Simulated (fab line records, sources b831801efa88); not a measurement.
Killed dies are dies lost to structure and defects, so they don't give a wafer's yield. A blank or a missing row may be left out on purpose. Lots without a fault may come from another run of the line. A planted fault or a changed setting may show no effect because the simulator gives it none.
fab line records | flow sky130
record lots=12 wafers=36 last_day=50
route steps=708 shown VIA1@461 VIA2@507 PAD_OPEN@708
lots that met no fault: from a run of the same line without faults
start_h: hours from the record's first day to the start of the lot's first wafer shown | wait_h: hours since the lot's step before | " the same as in the row above | L1.1+2: a row that stands for several wafers | - no value, or no start given | * or withheld: withheld | < > ~ a bound
route shown NAME@n: a module of which the file shows steps, and the number in the route of the first | usual: mean/standard deviation of fault-free wafers | same: alike in all rows | chamber/n: place in a boat | sites: the reading at each site | _std_site: their standard deviation | _edge_site: outer sites' mean less inner sites' | radius_mm: how far each site lies from the wafer's centre | mask NAME#n: copy n | behind: the tool/chamber that last shaped the wafer | hold: why the lot was held/for how many hours/how that ended | device: the transistor (n, p or np) that didn't switch | end of line: the same wafers' tests at the end of the route | a step without rows: its recipe alone | killed: dies lost to structure and defects at the first sort, not the wafer's yield | map: a wafer's dies, x killed, . not, _ none there
set.NAME: the setting as run; set.NAME@STEP: as run at that earlier step | model.NAME: the simulator's own value behind a step, which no gauge read
steps of the route over a sample of lots; a table a step, a row a wafer
services: from which hour (start_h, from the record's first day; less than 0 if before it) a tool's chamber was out of use, for how many hours, and why
## steps
# step SKY_VIA1_BOW_MEAS_03
# recipe mode=bow
# usual VIA1_BOW=80/7.4
# columns lot.wafer tool chamber start_h wait_h VIA1_BOW[um]
L591.4 film_metro-02 - 766.14 0.3 78
L591.5 " - " " 81
L591.6 " - " " 78
L592.4 film_metro-04 - 774.66 0.3 77
L592.5 " - " " 76
L592.6 " - " " 93
L593.1 film_metro-03 - 793.04 0.2 82
L593.4 " - " " 69
L593.6 " - " " 82
L595.3 film_metro-04 - 803.78 0.1 84
L595.4 " - " " 84
L595.6 " - " " 91
L596.1 film_metro-03 - 811.65 0.1 88
L596.2 " - " " 83
L596.3 " - " " 80
L597.1 film_metro-02 - 814.45 0.1 77
L597.4 " - " " 68
L597.6 " - " " 75
L598.3 film_metro-04 - 821.34 0.1 69
L598.4 " - " " 65
L598.6 " - " " 81
L605.1 film_metro-04 - 874.90 0.1 79
L605.2 " - " " 77
L605.5 " - " " 77
L607.3 film_metro-03 - 894.58 0.2 64
L607.4 " - " " 78
L607.5 " - " " 77
L610.1 film_metro-04 - 915.95 0.1 87
L610.3 " - " " 76
L610.5 " - " " 82
L612.1 film_metro-03 - 937.05 0.2 78
L612.3 " - " " 88
L612.6 " - " " 75
L614.1 film_metro-03 - 953.03 0.2 73
L614.2 " - " " 81
L614.4 " - " " 82
# step SKY_VIA1_CMP_24
# recipe stop_on=SiO2 t_overpolish_s=15 down_force_psi=3.5 platen_rpm=60 target_thk_nm=0 pad_velocity_m_s=0.94248
# usual motor_current_A=10.8/1.1 overpolish_run_s=15.000/0.0083 time_to_endpoint_s=66/3.6
# columns lot.wafer tool chamber start_h wait_h motor_current_A overpolish_run_s time_to_endpoint_s
L591.4 cmp-01 1 794.02 0.1 11.3 14.994 76
L591.6 " 3 " " 12.2 14.998 70
L591.5 " 0 " " 10.0 14.998 70
L592.4 cmp-02 3 802.12 0.0 11.2 15.011 65
L592.6 " 3 " " 10.9 15.003 67
L592.5 " 0 " " 9.8 15.009 67
L593.4 cmp-02 1 820.72 0.0 11.1 14.996 63
L593.1 " 3 " " 12.2 15.002 66
L593.6 " 1 " " 10.7 15.013 63
L595.4 cmp-01 1 831.54 0.1 11.4 15.002 71
L595.3 " 3 " " 12.1 15.012 65
L595.6 " 1 " " 11.3 14.996 71
L596.1 cmp-01 0 838.31 0.1 9.5 15.013 65
L596.2 " 1 " " 11.0 14.987 71
L596.3 " 2 " " 9.2 14.993 62
L597.1 cmp-01 1 842.80 0.4 11.3 14.995 71
L597.4 " 2 " " 9.6 15.012 60
L597.6 " 0 " " 9.5 15.001 67
L598.4 cmp-01 3 849.60 0.1 11.9 15.005 71
L598.3 " 1 " " 11.7 14.993 70
L598.6 " 3 " " 12.8 15.001 67
L605.1 cmp-01 3 901.88 0.1 12.2 15.014 67
L605.2 " 2 " " 8.9 15.005 66
L605.5 " 0 " " 10.0 14.998 68
L607.3 cmp-02 0 920.35 0.1 9.7 14.991 61
L607.4 " 1 " " 11.2 14.998 60
L607.5 " 0 " " 9.6 15.018 60
L610.3 cmp-02 3 941.99 0.1 12.1 15.000 67
L610.1 " 0 " " 9.7 15.012 65
L610.5 " 1 " " 11.3 15.004 63
L612.3 cmp-01 1 963.18 0.1 11.7 14.989 71
L612.1 " 2 " " 9.5 14.997 67
L612.6 " 0 " " 10.1 15.008 66
L614.2 cmp-02 1 978.43 0.0 11.4 14.991 63
L614.4 " 3 " " 10.9 14.992 69
L614.1 " 0 " " 10.0 14.995 69
# step SKY_VIA2_HDPCVD_00
# recipe material=SiO2 target_thk_nm=1180 sigma_open_frac=0.3 time_s=196.7 temp_c=400 sih4_flow_sccm=60 pressure_mtorr=6
# usual sih4_flow_sccm=60.00/0.17
# columns lot.wafer tool chamber start_h wait_h sih4_flow_sccm
L591.4 hdpcvd-02 1 822.38 0.1 60.12
L591.5 " 0 " " 60.17
L591.6 " 2 " " 60.02
L592.4 hdpcvd-01 1 829.78 0.1 59.59
L592.5 " 2 " " 59.86
L592.6 " 0 " " 59.94
L593.1 hdpcvd-01 2 848.96 0.0 60.01
L593.4 " 2 " " 59.88
L593.6 " 1 " " 59.84
L595.3 hdpcvd-02 0 859.63 0.0 59.95
L595.4 " 1 " " 59.94
L595.6 " 0 " " 59.79
L596.1 hdpcvd-01 0 866.32 0.0 59.88
L596.2 " 2 " " 60.33
L596.3 " 1 " " 60.07
L597.1 hdpcvd-01 1 870.86 0.0 60.14
L597.4 " 1 " " 60.22
L597.6 " 2 " " 60.02
L598.3 hdpcvd-01 0 876.62 0.0 59.96
L598.4 " 2 " " 59.86
L598.6 " 0 " " 59.65
L605.1 hdpcvd-02 2 929.36 0.0 60.04
L605.2 " 1 " " 59.79
L605.5 " 0 " " 60.33
L607.3 hdpcvd-01 2 947.43 0.0 72.30
L607.4 " 2 " " 72.23
L607.5 " 0 " " 60.21
L610.1 hdpcvd-02 0 968.65 0.0 60.12
L610.3 " 1 " " 60.11
L610.5 " 0 " " 59.98
L612.1 hdpcvd-02 0 989.25 0.0 59.86
L612.3 " 2 " " 59.99
L612.6 " 2 " " 60.09
L614.1 hdpcvd-02 0 1004.83 0.0 60.16
L614.2 " 1 " " 59.89
L614.4 " 2 " " 60.00
# step SKY_VIA2_THK_MEAS_01
# recipe reads=SiO2_of_VIA2_HDPCVD_00
# usual VIA2_HDPCVD_THK=1182/11
# columns lot.wafer tool chamber start_h wait_h VIA2_HDPCVD_THK[nm]
L591.4 film_metro-01 - 822.47 0.0 1176
L591.5 " - " " 1174
L591.6 " - " " 1175
L592.4 film_metro-03 - 829.87 0.0 1170
L592.5 " - " " 1181
L592.6 " - " " 1177
L593.1 film_metro-03 - 849.09 0.1 1192
L593.4 " - " " 1189
L593.6 " - " " 1176
L595.3 film_metro-04 - 859.78 0.1 1168
L595.4 " - " " 1174
L595.6 " - " " 1165
L596.1 film_metro-04 - 866.45 0.1 1186
L596.2 " - " " 1186
L596.3 " - " " 1192
L597.1 film_metro-01 - 870.98 0.1 1178
L597.4 " - " " 1167
L597.6 " - " " 1186
L598.3 film_metro-01 - 876.77 0.1 1175
L598.4 " - " " 1195
L598.6 " - " " 1180
L605.1 film_metro-04 - 929.49 0.1 1203
L605.2 " - " " 1188
L605.5 " - " " 1195
L607.3 film_metro-01 - 947.58 0.1 1432
L607.4 " - " " 1420
L607.5 " - " " 1178
L610.1 film_metro-01 - 968.77 0.1 1188
L610.3 " - " " 1188
L610.5 " - " " 1180
L612.1 film_metro-01 - 989.38 0.1 1189
L612.3 " - " " 1191
L612.6 " - " " 1188
L614.1 film_metro-03 - 1004.96 0.1 1186
L614.2 " - " " 1205
L614.4 " - " " 1192
# step SKY_VIA2_SPUTTER_20
# recipe material=TiN target_thk_nm=20 chamber_pressure_pa=5 power_w=4000 time_s=80
# usual throttle_valve_pct=30.0/0.99
# columns lot.wafer tool chamber start_h wait_h throttle_valve_pct
L591.4 pvd_sputter-02 - 850.46 0.0 28.2
L591.5 " - " " 28.1
L591.6 " - " " 31.7
L592.4 pvd_sputter-02 - 857.42 0.0 28.2
L592.5 " - " " 30.0
L592.6 " - " " 30.2
L593.1 pvd_sputter-03 - 876.38 0.0 28.8
L593.4 " - " " 31.0
L593.6 " - " " 31.0
L595.3 pvd_sputter-02 - 886.78 0.0 29.9
L595.4 " - " " 30.0
L595.6 " - " " 31.7
L596.1 pvd_sputter-02 - 893.57 0.0 30.2
L596.2 " - " " 31.8
L596.3 " - " " 28.2
L597.1 pvd_sputter-01 - 898.14 0.0 29.4
L597.4 " - " " 29.5
L597.6 " - " " 29.4
L598.3 pvd_sputter-01 - 903.89 0.0 31.0
L598.4 " - " " 29.9
L598.6 " - " " 31.0
L605.1 pvd_sputter-02 - 956.26 0.0 28.5
L605.2 " - " " 30.0
L605.5 " - " " 30.0
L607.3 pvd_sputter-02 - 973.58 0.0 30.2
L607.4 " - " " 30.3
L607.5 " - " " 27.9
L610.1 pvd_sputter-02 - 994.36 0.0 31.8
L610.3 " - " " 28.1
L610.5 " - " " 30.3
L612.1 pvd_sputter-01 - 1014.94 0.0 29.4
L612.3 " - " " 31.0
L612.6 " - " " 30.8
L614.1 pvd_sputter-03 - 1029.41 0.0 30.1
L614.2 " - " " 30.2
L614.4 " - " " 28.6
# step SKY_PAD_OPEN_PROBE_99
# usual defect_limited_yield=82.8/2 killed_at_M0_to_M3=43/6.4 killed_at_M4_up=3.1/2 killed_at_contacts=24/5.2 killed_at_front_end=15/4.3 killed_at_other=0.2/0.48 killed_dies=85/9.7 killed_on_rim=17/4.2 killed_open=47/6.9 killed_short=38/6.7 sort_bin_3_pad_short=0.9/0.48 sort_bin_5_function=10.3/1.6 sort_bin_6_memory=6.1/0.97 sort_n_pass=407/9.7 sort_yield_pct=82.8/2
# same gross_dies=492 killed_at_back_side=0 sort_bin_4_leakage[%]=0 sort_bin_8_speed[%]=0
# columns lot.wafer tool chamber start_h wait_h defect_limited_yield[%] killed_at_M0_to_M3 killed_at_M4_up killed_at_contacts killed_at_front_end killed_at_other killed_dies killed_on_rim killed_open killed_short sort_bin_3_pad_short[%] sort_bin_5_function[%] sort_bin_6_memory[%] sort_n_pass sort_yield_pct[%]
L597.1 prober-02 - 1118.64 0.1 81.9 41 2 27 19 0 89 23 45 44 0.2 11.2 6.7 403 81.9
L597.4 prober-02 - 1118.79 0.2 81.9 44 4 22 19 0 89 20 49 40 0.6 11.8 5.7 403 81.9
L597.6 prober-02 - 1118.89 0.2 85.6 35 6 17 13 0 71 11 34 37 0.2 8.9 5.3 421 85.6
L598.3 prober-01 - 1123.81 0.2 85.2 35 4 19 15 0 73 13 34 39 0.4 10.0 4.5 419 85.2
L598.4 prober-01 - 1123.86 0.2 81.5 45 4 31 11 0 91 22 55 36 0.4 11.0 7.1 401 81.5
L598.6 prober-01 - 1123.96 0.2 81.9 42 5 29 13 0 89 16 42 47 0.4 11.2 6.5 403 81.9
L605.1 prober-02 - 1163.83 0.1 83.9 45 4 13 16 1 79 17 46 33 0.6 10.2 5.3 413 83.9
L605.2 prober-02 - 1163.88 0.1 82.9 46 0 25 13 0 84 17 49 35 0.6 9.8 6.7 408 82.9
L605.5 prober-02 - 1164.03 0.2 81.5 47 5 15 24 0 91 20 53 38 1.4 10.4 6.7 401 81.5
# killed by level:class
L597.1 CONTACT:geometric_particle:open=15 VIA1:geometric_particle:open=9 METAL1:geometric_particle:short=7 FIELD_ISO:geometric_particle:short=6 VIA1:geometric_particle:short=6 FIELD_ISO:geometric_particle:open=5 LOCAL_INTERCONNECT:geometric_particle:short=5 METAL2:geometric_particle:short=5
L597.4 VIA3:geometric_particle:open=9 CONTACT:geometric_particle:open=9 POLY_GATE:geometric_particle:open=7 LI_CONTACT:geometric_particle:open=7 POLY_GATE:geometric_particle:short=6 VIA1:geometric_particle:open=6 METAL2:geometric_particle:short=5 VIA2:geometric_particle:open=5
L597.6 CONTACT:geometric_particle:open=8 VIA1:geometric_particle:open=7 VIA3:geometric_particle:open=6 VIA2:geometric_particle:open=5 METAL4:geometric_particle:short=5 CONTACT:geometric_particle:short=4 VIA1:geometric_particle:short=4 FIELD_ISO:geometric_particle:short=3
L598.3 VIA1:geometric_particle:short=7 LI_CONTACT:geometric_particle:open=7 VIA2:geometric_particle:open=6 VIA1:geometric_particle:open=5 CONTACT:geometric_particle:open=4 CONTACT:geometric_particle:short=4 VIA3:geometric_particle:open=4 METAL4:geometric_particle:short=4
L598.4 CONTACT:geometric_particle:open=14 VIA1:geometric_particle:open=12 VIA2:geometric_particle:open=9 VIA3:geometric_particle:open=8 LI_CONTACT:geometric_particle:open=7 VIA1:geometric_particle:short=6 CONTACT:geometric_particle:short=5 LOCAL_INTERCONNECT:geometric_particle:short=4
L598.6 CONTACT:geometric_particle:open=10 VIA2:geometric_particle:open=10 VIA1:geometric_particle:open=7 METAL2:geometric_particle:short=6 POLY_GATE:geometric_particle:short=5 LI_CONTACT:geometric_particle:open=5 CONTACT:geometric_particle:short=5 VIA3:geometric_particle:open=5
L605.1 VIA2:geometric_particle:open=10 VIA3:geometric_particle:open=7 METAL2:geometric_particle:short=6 FIELD_ISO:geometric_particle:short=5 POLY_GATE:geometric_particle:open=5 LI_CONTACT:geometric_particle:open=4 SPACER:geometric_particle:open=4 CONTACT:geometric_particle:open=4
L605.2 VIA2:geometric_particle:open=11 VIA1:geometric_particle:open=10 CONTACT:geometric_particle:open=9 METAL1:geometric_particle:short=7 LI_CONTACT:geometric_particle:open=6 FIELD_ISO:geometric_particle:open=4 LI_CONTACT:geometric_particle:short=4 CONTACT:geometric_particle:short=4
L605.5 VIA3:geometric_particle:open=10 VIA2:geometric_particle:open=10 VIA1:geometric_particle:open=8 FIELD_ISO:geometric_particle:open=6 METAL1:geometric_particle:short=6 FIELD_ISO:geometric_particle:short=5 POLY_GATE:geometric_particle:open=4 LI_CONTACT:geometric_particle:open=4
## services
# columns tool chamber start_h hours kind
cmp-02 - 783.91 3.3 pm
hdpcvd-01 2 810.36 2.0 repair
cmp-02 - 831.39 3.8 repair
cmp-02 - 837.04 22.1 repair
pvd_sputter-03 - 844.64 3.2 repair
hdpcvd-01 0 861.61 3.8 repair
pvd_sputter-01 - 879.24 2.2 repair
hdpcvd-01 - 883.98 14.6 pm
cmp-01 - 901.02 0.4 repair
cmp-01 - 911.82 1.1 repair
cmp-02 - 912.41 4.0 pm
cmp-01 - 916.41 6.4 pm
pvd_sputter-02 - 937.49 1.6 repair
hdpcvd-01 - 950.25 15.0 pm
hdpcvd-01 0 950.25 15.0 vent_cycle
hdpcvd-02 - 978.59 0.5 repair
cmp-01 - 981.64 1.1 repair
pvd_sputter-03 - 997.27 1.2 repair
pvd_sputter-01 - 1000.03 7.2 repair
pvd_sputter-02 1 1003.48 - consumable_replace:kit
pvd_sputter-02 1 1003.48 18.0 scheduled_down
pvd_sputter-02 1 1003.48 18.0 vent_cycle
cmp-02 - 1006.37 0.3 repair
cmp-02 - 1010.78 0.5 repair
## key
first_sign step=SKY_VIA2_HDPCVD_00 reading=sih4_flow_sccm direction=up sigmas=70 usual=60.00 struck=72.26
effect step=SKY_VIA2_THK_MEAS_01 reading=VIA2_HDPCVD_THK direction=up sigmas=22 usual=1182 struck=1426
met_at SKY_VIA2_HDPCVD_00
struck_lots L607
struck_wafers L607.3,L607.4
not_acting_at SKY_VIA1_BOW_MEAS_03,SKY_VIA1_CMP_24,SKY_VIA2_SPUTTER_20
onset_between 876.62 947.43
fault kind=process_parameter_drift tool=hdpcvd-01 chamber=2 onset_h=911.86 steps=SKY_VIA2_HDPCVD_00 channel=sih4_flow_sccm offset=12 shape=step end_h=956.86 acts_in=these_recipes_only stated=60
